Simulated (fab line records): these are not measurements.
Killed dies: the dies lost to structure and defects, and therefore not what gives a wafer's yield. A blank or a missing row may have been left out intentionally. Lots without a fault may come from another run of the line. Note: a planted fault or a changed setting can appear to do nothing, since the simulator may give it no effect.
fab line records	flow sky130
record: lots: 11	wafers: 33	last-day: 50
route steps=708 shown METAL1@438 VIA1@458 PAD_OPEN@708
lots with no fault: from the same line, run without faults
start-h: hours from the record's first day to the start of the lot's first wafer shown	wait-h: hours elapsed since this lot's preceding step	" unchanged from the row above	L1.1+2: several wafers, shown together as one row	- value missing, or start not given	* or withheld: withheld	< > ~ a bound
route shown NAME@n: NAME is a module with steps in the file, n the number in the route of the first one	usual: average and standard deviation across the fault-free wafers	same: alike in all rows	chamber/n: place in a boat	sites: per-site readings	_std_site: standard deviation across them	_edge_site: inner sites' mean taken away from outer sites' mean	radius-mm: for every site, how far away it sits from the centre of the wafer	mask NAME#n: copy n	behind: tool/chamber where the wafer was last shaped	hold: the reason the lot was held/the length of the hold in hours/how it ended	device: whichever transistor did not switch (one of n, p or np)	end of line: tests of these same wafers at the route's end	step lacking rows: just its recipe	killed: count of dies lost to structure and defects at first sort (not the wafer's yield)	map: shows each die of a wafer: x if killed, . if not, _ if none is there
set.NAME: the setting the step ran with; set.NAME@STEP: the setting that earlier step ran with	model.NAME: the simulator's own value behind a step, which no gauge read
a sample of lots followed through the steps of the route, with each step as a table and each wafer as a row
services: the hour from which a tool's chamber was out of use, counted from the record's first day as start-h (under 0 if before that day), plus the number of hours and why
== steps ==
step: SKY_METAL1_SPUTTER_04
recipe: material: TiN	target-thk-nm: 70	power-w: 6500	time-s: 58.3	chamber-pressure-pa: 0.4
usual: chamber-pressure-pa: 0.4000/0.0008	throttle-valve-pct: 30.2/0.75
lot.wafer	tool	chamber	start-h	wait-h	chamber-pressure-pa	throttle-valve-pct
L551.1	pvd-sputter-01	-	737.76	0.0	0.4003	28.3
L551.3	"	-	"	"	0.4001	29.7
L551.4	"	-	"	"	0.3999	30.1
L554.1	pvd-sputter-03	-	762.08	0.0	0.4001	31.5
L554.4	"	-	"	"	0.3982	31.1
L554.6	"	-	"	"	0.4010	30.7
L557.3	pvd-sputter-02	-	782.06	0.0	0.4013	29.9
L557.4	"	-	"	"	0.3995	30.1
L557.6	"	-	"	"	0.4007	29.7
L556.2	pvd-sputter-03	-	786.17	0.0	0.3992	30.7
L556.4	"	-	"	"	0.4017	30.7
L556.6	"	-	"	"	0.3999	30.7
L559.3	pvd-sputter-01	-	809.56	0.0	0.3990	30.2
L559.4	"	-	"	"	0.4000	28.4
L559.6	"	-	"	"	0.4013	29.8
L560.1	pvd-sputter-02	-	811.19	0.0	0.3996	29.9
L560.4	"	-	"	"	0.3997	29.4
L560.5	"	-	"	"	0.3999	30.4
L563.2	pvd-sputter-03	-	838.52	0.0	0.4007	31.4
L563.4	"	-	"	"	0.4005	30.9
L563.5	"	-	"	"	0.4009	31.5
L564.3	pvd-sputter-03	-	844.00	0.0	0.3997	30.7
L564.4	"	-	"	"	0.3995	31.1
L564.6	"	-	"	"	0.3993	31.6
L566.2	pvd-sputter-01	-	853.56	0.0	0.4004	30.1
L566.3	"	-	"	"	0.3996	30.3
L566.4	"	-	"	"	0.4001	28.4
L573.3	pvd-sputter-01	-	898.04	0.0	0.3994	28.2
L573.4	"	-	"	"	0.3989	30.0
L573.6	"	-	"	"	0.3988	30.1
L574.2	pvd-sputter-03	-	909.42	0.0	0.3995	31.4
L574.3	"	-	"	"	0.4015	30.7
L574.5	"	-	"	"	0.3992	31.0
step: SKY_METAL1_METAL_ETCH_19
recipe: target-depth-a: 3600	stop-on: SiO2	over-etch-frac: 0.3	time-s: 78	chemistry: Cl2/BCl3	resist-sidewall-deg: 88	pressure-mtorr: 10	icp-w: 900	bias-w: 48.5	Cl2_flow_sccm: 60	bcl3-flow-sccm: 30
usual: drypump-motor-current-A: 6.0/0.37	he-backside-leak-sccm: 3.4/0.36	oes-product-au: 0.854/0.0057	throttle-valve-pct: 22.263/0.0074
lot.wafer	tool	chamber	start-h	wait-h	drypump-motor-current-A	he-backside-leak-sccm	oes-product-au	rf-hours-counter-h	throttle-valve-pct
L551.1	rie-metal-02	1	765.25	0.0	5.6	3.1	0.854	3	22.265
L551.3	"	0	"	"	6.1	3.4	0.849	-	22.274
L551.4	"	1	"	"	5.7	3.1	0.850	-	22.262
L554.1	rie-metal-04	0	788.91	0.0	6.1	3.2	0.853	7	22.258
L554.4	"	1	"	"	6.2	3.7	0.856	-	22.263
L554.6	"	0	"	"	6.1	3.3	0.850	-	22.259
L557.3	rie-metal-01	0	809.53	0.1	5.4	3.6	0.860	-	22.260
L557.4	"	0	"	"	5.4	3.5	0.850	-	22.246
L557.6	"	0	"	"	5.4	3.4	0.858	-	22.272
L556.2	rie-metal-02	1	812.64	0.0	5.7	3.2	0.860	5	22.254
L556.4	"	0	"	"	6.1	3.5	0.852	-	22.258
L556.6	"	1	"	"	5.7	3.1	0.858	-	22.261
L559.3	rie-metal-04	0	836.25	0.1	6.1	3.3	0.860	-	22.267
L559.4	"	1	"	"	6.2	3.4	0.845	-	22.278
L559.6	"	1	"	"	6.2	3.5	0.862	-	22.266
L560.1	rie-metal-02	1	837.74	0.0	5.6	3.2	0.871	7	22.259
L560.4	"	1	"	"	5.7	3.2	0.853	-	22.271
L560.5	"	1	"	"	5.6	3.1	0.850	-	22.251
L563.2	rie-metal-01	1	864.58	0.0	6.6	2.9	0.855	2	22.265
L563.4	"	1	"	"	6.6	3.1	0.846	-	22.274
L563.5	"	0	"	"	5.4	3.3	0.854	-	22.261
L564.3	rie-metal-02	0	870.21	0.1	6.1	3.3	0.848	-	22.268
L564.4	"	1	"	"	5.7	3.1	0.847	-	22.267
L564.6	"	0	"	"	6.1	3.6	0.859	-	22.251
L566.2	rie-metal-04	1	880.50	0.1	6.2	3.8	0.851	7	22.249
L566.3	"	1	"	"	6.2	3.6	0.856	-	22.264
L566.4	"	0	"	"	6.1	3.3	0.849	-	22.266
L573.3	rie-metal-02	0	923.41	0.1	6.1	3.5	0.848	-	22.262
L573.4	"	1	"	"	5.7	3.2	0.855	-	22.247
L573.6	"	0	"	"	6.1	3.6	0.862	-	22.262
L574.2	rie-metal-02	0	934.08	0.0	6.1	3.5	0.857	19	22.265
L574.3	"	1	"	"	5.6	3.1	0.858	-	22.263
L574.5	"	0	"	"	6.1	3.3	0.856	-	22.257
step: SKY_VIA1_HDPCVD_00
recipe: material: SiO2	target-thk-nm: 1030	sigma-open-frac: 0.3	time-s: 171.7	temp-c: 400	sih4-flow-sccm: 60	pressure-mtorr: 6
usual: pressure-mtorr: 6.002/0.011	sih4-flow-sccm: 60.00/0.19
lot.wafer	tool	chamber	start-h	wait-h	pressure-mtorr	sih4-flow-sccm
L551.1	hdpcvd-01	2	765.93	0.0	5.984	60.15
L551.3	"	0	"	"	5.998	59.93
L551.4	"	1	"	"	5.996	60.11
L554.1	hdpcvd-01	1	789.60	0.0	5.990	60.05
L554.4	"	0	"	"	5.993	60.03
L554.6	"	2	"	"	6.004	60.05
L557.3	hdpcvd-01	0	810.28	0.0	6.023	59.97
L557.4	"	2	"	"	6.005	59.91
L557.6	"	0	"	"	6.007	59.84
L556.2	hdpcvd-02	1	813.33	0.0	6.001	60.02
L556.4	"	0	"	"	6.026	60.37
L556.6	"	1	"	"	5.995	59.80
L559.3	hdpcvd-02	2	836.92	0.0	5.995	60.24
L559.4	"	2	"	"	6.020	60.17
L559.6	"	1	"	"	6.011	59.84
L560.1	hdpcvd-01	1	838.43	0.0	5.991	60.13
L560.4	"	1	"	"	5.996	59.68
L560.5	"	0	"	"	6.015	60.08
L563.2	hdpcvd-02	0	865.32	0.0	6.019	59.92
L563.4	"	2	"	"	6.013	60.07
L563.5	"	0	"	"	6.008	60.02
L564.3	hdpcvd-01	2	870.97	0.0	6.005	51.02
L564.4	"	0	"	"	6.004	50.94
L564.6	"	1	"	"	5.991	50.96
L566.2	hdpcvd-01	0	881.22	0.0	6.007	51.16
L566.3	"	2	"	"	5.984	51.25
L566.4	"	2	"	"	5.993	51.07
L573.3	hdpcvd-02	0	924.17	0.0	6.005	59.73
L573.4	"	0	"	"	5.996	59.78
L573.6	"	2	"	"	6.006	60.12
L574.2	hdpcvd-02	1	934.84	0.0	6.022	60.05
L574.3	"	0	"	"	5.995	60.06
L574.5	"	1	"	"	6.020	59.92
step: SKY_VIA1_THK_MEAS_01
recipe: reads: SiO2_of_VIA1_HDPCVD_00
usual: VIA1_HDPCVD_THK: 1035/12
lot.wafer	tool	chamber	start-h	wait-h	VIA1_HDPCVD_THK[nm]
L551.1	film-metro-01	-	766.04	0.1	1023
L551.3	"	-	"	"	1022
L551.4	"	-	"	"	1028
L554.1	film-metro-02	-	789.71	0.1	1045
L554.4	"	-	"	"	1046
L554.6	"	-	"	"	1049
L557.3	film-metro-01	-	810.41	0.1	1023
L557.4	"	-	"	"	1040
L557.6	"	-	"	"	1036
L556.2	film-metro-02	-	813.45	0.1	1042
L556.4	"	-	"	"	1034
L556.6	"	-	"	"	1030
L559.3	film-metro-01	-	837.05	0.1	1047
L559.4	"	-	"	"	1032
L559.6	"	-	"	"	1041
L560.1	film-metro-01	-	838.54	0.1	1031
L560.4	"	-	"	"	1027
L560.5	"	-	"	"	1036
L563.2	film-metro-02	-	865.44	0.1	1032
L563.4	"	-	"	"	1041
L563.5	"	-	"	"	1018
L564.3	film-metro-04	-	871.10	0.1	878
L564.4	"	-	"	"	882
L564.6	"	-	"	"	891
L566.2	film-metro-02	-	881.34	0.1	887
L566.3	"	-	"	"	872
L566.4	"	-	"	"	877
L573.3	film-metro-04	-	924.30	0.1	1028
L573.4	"	-	"	"	1033
L573.6	"	-	"	"	1057
L574.2	film-metro-02	-	934.97	0.1	1064
L574.3	"	-	"	"	1031
L574.5	"	-	"	"	1047
step: SKY_VIA1_OVL_MEAS_13
usual: VIA1_OVL: 4/5.6
lot.wafer	tool	chamber	start-h	wait-h	VIA1_OVL[nm]
L551.1	overlay-02	-	793.29	0.1	4
L551.3	"	-	"	"	14
L551.4	"	-	"	"	6
L554.1	overlay-02	-	816.17	0.1	-1
L554.4	"	-	"	"	3
L554.6	"	-	"	"	3
L557.3	overlay-01	-	837.39	0.1	-5
L557.4	"	-	"	"	-5
L557.6	"	-	"	"	2
L556.2	overlay-01	-	840.55	0.1	12
L556.4	"	-	"	"	7
L556.6	"	-	"	"	10
L559.3	overlay-01	-	863.90	0.1	-8
L559.4	"	-	"	"	9
L559.6	"	-	"	"	9
L560.1	overlay-01	-	865.23	0.1	1
L560.4	"	-	"	"	9
L560.5	"	-	"	"	7
L563.2	overlay-01	-	892.68	0.1	10
L563.4	"	-	"	"	5
L563.5	"	-	"	"	2
L564.3	overlay-01	-	897.35	0.1	11
L564.4	"	-	"	"	9
L564.6	"	-	"	"	2
L566.2	overlay-02	-	907.23	0.1	4
L566.3	"	-	"	"	11
L566.4	"	-	"	"	8
L573.3	overlay-02	-	949.29	0.1	4
L573.4	"	-	"	"	10
L573.6	"	-	"	"	16
L574.2	overlay-01	-	960.08	0.1	6
L574.3	"	-	"	"	12
L574.5	"	-	"	"	12
step: SKY_PAD_OPEN_PROBE_99
usual: defect-limited-yield: 82.4/2	killed_at_M0_to_M3: 43/6.6	killed_at_M4_up: 3.0/1.7	killed-at-contacts: 24/5.4	killed-at-front-end: 16/4.6	killed-at-other: 0.3/0.53	killed-dies: 87/9.7	killed-open: 47/7.3	killed-short: 39/6.5	sort_bin_3_pad_short: 0.9/0.41	sort_bin_5_function: 10.4/1.4	sort_bin_6_memory: 6.3/1.2	sort-n-pass: 405/9.7	sort-yield-pct: 82.4/2
same: gross-dies: 492	killed-at-back-side: 0	sort_bin_4_leakage[%]: 0	sort_bin_8_speed[%]: 0
lot.wafer	tool	chamber	start-h	wait-h	defect-limited-yield[%]	killed_at_M0_to_M3	killed_at_M4_up	killed-at-contacts	killed-at-front-end	killed-at-other	killed-dies	killed-open	killed-short	sort_bin_3_pad_short[%]	sort_bin_5_function[%]	sort_bin_6_memory[%]	sort-n-pass	sort-yield-pct[%]
L559.3	prober-02	-	1131.51	0.2	78.7	49	3	31	22	0	105	62	43	0.4	12.2	8.7	387	78.7
L559.4	prober-02	-	1131.56	0.2	80.9	46	1	29	18	0	94	52	42	2.0	11.4	5.7	398	80.9
L559.6	prober-02	-	1131.66	0.2	76.6	66	5	26	18	0	115	61	53	1.4	12.0	10.0	377	76.6
killed by level:class
L559.3 VIA1:geometric-particle:open=17 CONTACT:geometric-particle:open=16 FIELD_ISO:geometric-particle:short=9 FIELD_ISO:geometric-particle:open=6 VIA1:geometric-particle:short=5 METAL2:geometric-particle:short=5 VIA2:geometric-particle:open=5 METAL3:geometric-particle:short=5
L559.4 VIA1:geometric-particle:open=13 CONTACT:geometric-particle:open=10 VIA3:geometric-particle:open=8 LI_CONTACT:geometric-particle:open=6 METAL2:geometric-particle:short=6 FIELD_ISO:geometric-particle:short=5 LI_CONTACT:geometric-particle:short=5 VIA2:geometric-particle:open=5
L559.6 VIA2:geometric-particle:open=12 VIA1:geometric-particle:open=12 VIA1:geometric-particle:short=10 METAL1:geometric-particle:short=8 CONTACT:geometric-particle:open=7 VIA3:geometric-particle:open=7 LI_CONTACT:geometric-particle:short=5 LI_CONTACT:geometric-particle:open=5
== services ==
tool	chamber	start-h	hours	kind
pvd-sputter-02	1	719.96	-	consumable-replace:kit
pvd-sputter-02	1	719.96	18.0	scheduled-down
pvd-sputter-02	-	724.21	8.7	repair
rie-metal-01	-	749.77	2.8	pm
hdpcvd-01	0	815.25	15.4	repair
hdpcvd-02	-	826.77	1.5	repair
pvd-sputter-03	0	829.07	-	consumable-replace:kit
pvd-sputter-03	0	829.07	18.0	scheduled-down
pvd-sputter-03	0	829.07	18.0	vent-cycle
pvd-sputter-01	3	832.59	-	consumable-replace:kit
pvd-sputter-01	3	832.59	18.0	scheduled-down
pvd-sputter-01	3	832.59	18.0	vent-cycle
pvd-sputter-02	-	840.85	7.5	repair
hdpcvd-01	-	845.25	2.8	pm
rie-metal-04	0	847.11	5.1	repair
rie-metal-02	-	855.15	3.3	repair
rie-metal-02	-	861.17	5.5	repair
pvd-sputter-01	-	866.47	1.9	repair
pvd-sputter-01	-	870.52	12.4	repair
hdpcvd-02	1	881.63	2.7	repair
hdpcvd-02	0	883.87	7.5	repair
rie-metal-01	-	886.30	1.9	repair
hdpcvd-01	2	892.49	3.8	repair
pvd-sputter-02	-	928.40	1.7	repair
== key ==
first-sign: step: SKY_VIA1_HDPCVD_00	reading: sih4-flow-sccm	direction: down	sigmas: 48	usual: 60.00	struck: 51.07
effect: step: SKY_VIA1_THK_MEAS_01	reading: VIA1_HDPCVD_THK	direction: down	sigmas: 13	usual: 1035	struck: 881
met-at SKY_VIA1_HDPCVD_00
struck-lots L564,L566
not-acting-at SKY_METAL1_SPUTTER_04,SKY_METAL1_METAL_ETCH_19,SKY_VIA1_OVL_MEAS_13
onset-between 838.43 870.97
fault: kind: process-parameter-drift	tool: hdpcvd-01	chamber: -	onset-h: 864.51	steps: SKY_VIA1_HDPCVD_00	channel: sih4-flow-sccm	offset: -9	shape: step	end-h: 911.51	acts-in: these-recipes-only	stated: 60
